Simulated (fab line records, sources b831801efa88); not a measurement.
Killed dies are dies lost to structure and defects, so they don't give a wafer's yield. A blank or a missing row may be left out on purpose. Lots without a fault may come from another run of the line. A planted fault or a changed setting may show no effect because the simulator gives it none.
A struck lot beside a sound one | flow sky130 | 16 steps out of a route of 708
Sound: wafers L105.2, L105.3, L105.6. Struck: wafers L125.2, L125.4, L125.6. The cause comes at the end.
At each step with rows: each side's tool, then ch and its chambers, then its first start. Under that, the readings that differ: sound wafers | struck wafers | difference of the means | sigmas: that difference in standard deviations of wafers without a fault.
alike: readings whose means differ by less than 2 such deviations, and words and numbers that are the same on both sides. not compared: withheld readings, readings that some wafer has no value for, bounds like >300 that may hide the same value, and numbers for which the record gives no deviation and whose values overlap.
The two part at a step that has a row with sigmas, a row that says differs or no value, or rows on one side only. Numbers that don't overlap but have no deviation are shown without sigmas and don't part them. A reading that every wafer of one side lacks parts them only if that side has two wafers or more.

first, 2 steps without rows for these wafers: SKY_VT_ADJUST_LVTN_PEB_16; SKY_VT_ADJUST_LVTN_DEVELOP_17 (develop time 60 s).
SKY_VT_ADJUST_LVTN_OVL_MEAS_18:
  sound on overlay-01, day 7 16:44; struck on overlay-01, day 13 03:05
  alike: VT_ADJUST_LVTN_01_OVL
then, 1 step without rows for these wafers: SKY_VT_ADJUST_LVTN_IMPLANT_19.
SKY_VT_ADJUST_LVTN_STRIP_20: strips in O2/N2.
  sound on plasma_asher-04 ch 0,1, day 7 16:55; struck on plasma_asher-04 ch 0, day 13 03:16
  alike: drypump_motor_current_A, n2_flow_sccm, oes_product_au, strip_time_to_endpoint_s
  not compared: rf_hours_counter_h
SKY_VT_ADJUST_LVTN_TW_MEAS_21:
  sound on film_metro-01, day 7 17:02; struck on film_metro-03, day 13 03:23
  alike: VT_ADJUST_LVTN_2_TW
then, 6 steps without rows for these wafers: SKY_VT_ADJUST_NCORE_DEHYDRATE_00 (time 60 s); SKY_VT_ADJUST_NCORE_HMDS_01 (prime time 60 s); SKY_VT_ADJUST_NCORE_COAT_02 (resist thk 1140 nm); SKY_VT_ADJUST_NCORE_SOFTBAKE_03 (time 60 s); SKY_VT_ADJUST_NCORE_EXPOSE_04 (exposes mask LVTN COMPLEMENT THIN, target cd 380 nm); SKY_VT_ADJUST_NCORE_PEB_05.
SKY_VT_ADJUST_NCORE_DEVELOP_06: develop time 60 s.
  sound on litho_track-02 ch 0, day 8 13:05; struck on litho_track-02 ch 0, day 14 04:08
  alike: chill_plate_temp_C
SKY_VT_ADJUST_NCORE_CD_MEAS_07: target cd 380 nm.
  sound on cd_sem-01, day 8 13:14; struck on cd_sem-02, day 14 04:17
  reading    | sound             | struck            | difference | sigmas
  cd_nm (nm) | 380.6 378.1 377.0 | 371.4 371.1 370.2 | -7.7       | -3
SKY_VT_ADJUST_NCORE_OVL_MEAS_08:
  sound on overlay-02, day 8 13:20; struck on overlay-02, day 14 04:23
  alike: VT_ADJUST_NCORE_OVL
-- the record jumps here: 36 days lie between the struck wafers' starts before and after (it left off in module VT_ADJUST_NCORE and takes up again in module PAD_OPEN, whose first step shown is number 708 of the route) --
SKY_PAD_OPEN_PROBE_99:
  sound on prober-01, day 45 15:05; struck on prober-01, day 50 01:07
  alike: killed_at_M0_to_M3, killed_at_M4_up, killed_at_contacts, killed_at_front_end, killed_at_other, killed_dies, killed_open, killed_short

WHERE THEY PART
Only at SKY_VT_ADJUST_NCORE_CD_MEAS_07, within this record. Later steps at which nothing parts them and some readings are alike: SKY_VT_ADJUST_NCORE_OVL_MEAS_08, SKY_PAD_OPEN_PROBE_99.

WHY: what the simulator had put in
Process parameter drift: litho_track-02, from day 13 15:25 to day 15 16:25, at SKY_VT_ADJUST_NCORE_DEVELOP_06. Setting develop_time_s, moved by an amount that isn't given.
